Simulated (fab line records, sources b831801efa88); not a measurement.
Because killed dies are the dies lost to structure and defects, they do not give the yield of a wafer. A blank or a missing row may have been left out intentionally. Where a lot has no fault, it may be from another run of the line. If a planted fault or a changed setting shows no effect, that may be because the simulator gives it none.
A lot that was struck, set against a sound lot || flow sky130 || 14 steps out of a route of 708
Sound: wafers L825.1, L825.4, L825.5. Struck: wafers L842.1, L842.2, L842.6. The cause is given at the end.
Per side, at each step with rows, come the tool, then ch with its chambers, and then its first start. Under that, the readings that differ: sound wafers || struck wafers || difference of the means || sigmas: that difference in standard deviations of wafers without a fault.
alike: same words and numbers on both sides, and readings whose means sit less than 2 such deviations apart. not compared: any withheld reading, any reading some wafer has no value for, any bound like >300 that may hide the same value, and any number with overlapping values for which the record gives no deviation.
The two part at a step that has a row with sigmas, a row that says differs or no value, or rows on one side only. When numbers do not overlap yet have no deviation, they are printed without sigmas and do not part them. A reading missing from all wafers of one side parts the sides only when that side holds two or more wafers.

SKY_LDD_LDN_TW_MEAS_13:
  sound on film-metro-01, day 23 01:12; struck on film-metro-01, day 29 01:23
  alike: LDD_LDN_TW
then, 2 steps without rows for these wafers: SKY_LDD_LDN_CLEAN_14 (cleans in SC1/SC2, time 150 s); SKY_SPACER_CVD_00 (deposits Si3N4 from DCS/NH3, target thk 43.1 nm, time 740 s).
SKY_SPACER_THK_MEAS_01:
  sound on film-metro-02, day 23 03:07; struck on film-metro-02, day 29 02:43
  alike: SPACER_CVD_00_THK
SKY_SPACER_ETCHBACK_02: etches Si3N4 in CH3F/O2, stops on SiO2, time 46.7 s, target depth 45 nm.
  sound on rie-diel-04 ch 0,1,2, day 23 03:11; struck on rie-diel-03 ch 1,2, day 29 02:46
  alike: ch3f-flow-sccm, drypump-motor-current-A, oes-product-au, throttle-valve-pct
  not compared: rf-hours-counter-h
then, 7 steps without rows for these wafers: SKY_POLY_CUT_DEHYDRATE_00 (time 60 s); SKY_POLY_CUT_HMDS_01 (prime time 60 s); SKY_POLY_CUT_COAT_02 (resist thk 60 nm); SKY_POLY_CUT_COAT_03 (resist thk 450 nm); SKY_POLY_CUT_SOFTBAKE_04 (time 90 s); SKY_POLY_CUT_EXPOSE_05 (exposes mask NPCM, target cd 270 nm); SKY_POLY_CUT_PEB_06.
SKY_POLY_CUT_DEVELOP_07: develop time 60 s.
  sound on litho-track-04 ch 0, day 24 09:00; struck on litho-track-04, day 30 07:00
  no value came back on the struck wafers for chill-plate-temp-C (C), develop-time-s (s), exhaust-pa (Pa); on the sound wafers chill-plate-temp-C (C) reads 23.02 22.91 23.00
{"reading": "model.KrF-thick_of_POLY_CUT_COAT_03.thk-nm (nm)", "sound": "436.1 435.2 436.1", "struck": "450.6 449.2 452.4", "difference": "+14.9", "sigmas": ""}
SKY_POLY_CUT_CD_MEAS_08 targets a cd of 270 nm.
  sound on cd-sem-02, day 24 09:32; struck on cd-sem-01, day 30 07:29
{"reading": "cd-nm (nm)", "sound": "270.3 268.4 270.7", "struck": "- - -", "difference": "no value on the struck wafers", "sigmas": ""}

## WHERE THEY PART
Last at SKY_POLY_CUT_CD_MEAS_08 as far as this record goes, first at SKY_POLY_CUT_DEVELOP_07.

WHY: the cause the simulator had injected
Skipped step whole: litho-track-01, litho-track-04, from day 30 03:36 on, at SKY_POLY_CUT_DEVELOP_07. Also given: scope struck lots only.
